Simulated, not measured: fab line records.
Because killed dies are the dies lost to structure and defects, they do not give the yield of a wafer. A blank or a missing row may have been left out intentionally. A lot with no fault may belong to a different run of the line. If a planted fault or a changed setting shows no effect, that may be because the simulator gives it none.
Chamber matching	flow sky130	cmp-01 running SKY_CONTACT_CMP_27: 4 sister chambers
The step polishes, stops on SiO2, t overpolish 15 s, target thk 0 nm. 8 wafers are shown with their chamber, then 11 later ones without.

## WAFERS WITH THEIR CHAMBER
wafer	chamber	motor current A (A)	overpolish run s (s)
L077.5	2	11.9	14.997
L080.5	3	11.3	14.999
L078.2	2	11.7	15.002
L078.3	1	11.4	14.986
L078.4	3	11.3	15.015
L078.5	0	12.5	15.002
L078.6	1	11.4	14.994
L082.1	0	12.8	14.993

## WAFERS WHOSE CHAMBER IS MISSING
wafer	motor current A (A)	overpolish run s (s)
L082.5	12.9	15.003
L082.6	10.5	15.010
L083.2	11.3	15.002
L083.5	13.2	14.994
L083.6	11.4	14.989
L084.1	12.6	15.003
L084.4	11.7	14.994
L084.5	13.0	14.996
L086.1	13.4	14.992
L086.3	12.1	14.995
L086.4	11.3	15.005

## WHICH CHAMBER EACH WENT THROUGH
wafer	from the rows above	in truth
L082.5	0	0
L082.6	can't be placed: 3 or 1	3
L083.2	can't be placed: 3 or 1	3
L083.5	0	0
L083.6	1	1
L084.1	0	0
L084.4	can't be placed: 2 or 1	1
L084.5	0	0
L086.1	0	0
L086.3	can't be placed: 2 or 0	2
L086.4	can't be placed: 3 or 1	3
6 of 11 placed correctly. Unplaceable from these rows: 5, with the true chamber sitting among the candidates in 5. Placed wrongly: 0.
How it was worked out, from the rows above alone: a wafer's distance from a chamber is the root of the sum, over the readings, of the square of ((its reading less the chamber's mean) divided by the reading's scatter). If the next closest chamber is less than 2 further off than the closest, the wafer can't be placed; otherwise it belongs to the closest. For every chamber, the mean is computed from those of its wafers that are shown. The scatter: the root of (the sum of the squares of (reading less its chamber's mean) over the shown wafers, divided by (wafers less chambers)).
